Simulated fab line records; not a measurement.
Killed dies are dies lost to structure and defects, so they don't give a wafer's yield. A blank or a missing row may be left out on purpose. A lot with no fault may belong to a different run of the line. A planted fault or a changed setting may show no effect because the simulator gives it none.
Problem report, 8D (eight disciplines) form, completed by code	flow sky130	the parts of the form that need people (team, actions taken, sign-off) are left out

## 1. PROBLEM STATEMENT
At SKY_VIA1_ETCH_14, bias-w averages 103.58 W over 3 wafers from 2 lots, while fault-free wafers read 100.05 W, standard deviation 0.27. That is +13 standard deviations from the usual mean.
The step: etches BARC in N2/H2, stops on SiO2, time 45.9 s, target depth 60 nm.
First observed at day 40 04:59: wafer L972.4, on rie-diel-02. At this step, 18 wafers from 6 lots have a number in the record. Rule for "out", or "out of limits": more than 4 standard deviations from the usual mean. Any other wafer with a number is counted as sound.

## 2. WHAT IT IS AND WHAT IT IS NOT
question	is	is not
which readings at this step	bias-w	drypump-motor-current-A, oes-product-au, throttle-valve-pct
which lots	L972, L975	L964, L967, L974, L978
which wafers of those lots	L972.4, L975.4, L975.6	L972.1, L972.6, L975.1
read on which tools	rie-diel-02	rie-diel-04
when	from day 40 04:59	up to then (8 sound wafers); but 7 sound wafers of L974, L975, L978 came after

## 3. WHAT RULES OUT EACH SUSPECT
Counting: a tool at a process step up to the reading stays a suspect if it ran every lot that is out. Sound lots after the first of them don't rule it out here, since some wafers of a struck lot are sound.
- cmp-01 at SKY_VIA1_CMP_02 (polishes SiO2): kept. It ran every lot that is out, first L972 (day 39 03:40); its last sound lot up to then is L967 (day 37 19:26).
- rie-diel-02 at SKY_VIA1_ETCH_14 (etches BARC in N2/H2, stops on SiO2, time 45.9 s, target depth 60 nm): kept. It ran every lot that is out, first L972 (day 40 04:59); its last sound lot up to then is L967 (day 38 21:38). On those wafers its own readings are out: bias-w.
- In rie-diel-02 at SKY_VIA1_ETCH_14, the wafers that are out were processed in chamber 2 and their sound lot-mates in chambers 0, 1, 3.
Left after counting: cmp-01 at SKY_VIA1_CMP_02, rie-diel-02 at SKY_VIA1_ETCH_14.

## 4. THE CAUSE (what the simulator had put in)
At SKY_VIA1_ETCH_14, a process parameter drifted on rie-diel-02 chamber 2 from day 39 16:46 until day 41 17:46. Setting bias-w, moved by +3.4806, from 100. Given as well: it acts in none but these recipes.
2 suspects survive the count, and this tool is in that group.

## 5. THE CHAIN OF EFFECTS, in route order
One row per reading whose mean, taken over the struck wafers that have a number, lies over 3 standard deviations from the usual. Readings are gone through only where the record gives a usual standard deviation; hours: the median, over the lots, of the time from a lot's start at the first step in this table giving one to that lot's start at this step; sigmas: the change measured in usual standard deviations.
hours	step	reading	usual	on struck wafers	change	sigmas
0	SKY_VIA1_ETCH_14	bias-w	100.05 W	103.58	+3.53	+13
Process steps it contains:
- SKY_VIA1_ETCH_14: etches BARC in N2/H2, stops on SiO2, time 45.9 s, target depth 60 nm.

## 6. WHAT WOULD HAVE CAUGHT IT SOONER
The fault began at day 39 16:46; the first out-of-limits reading in this record came at day 40 04:59, 12 hours later.
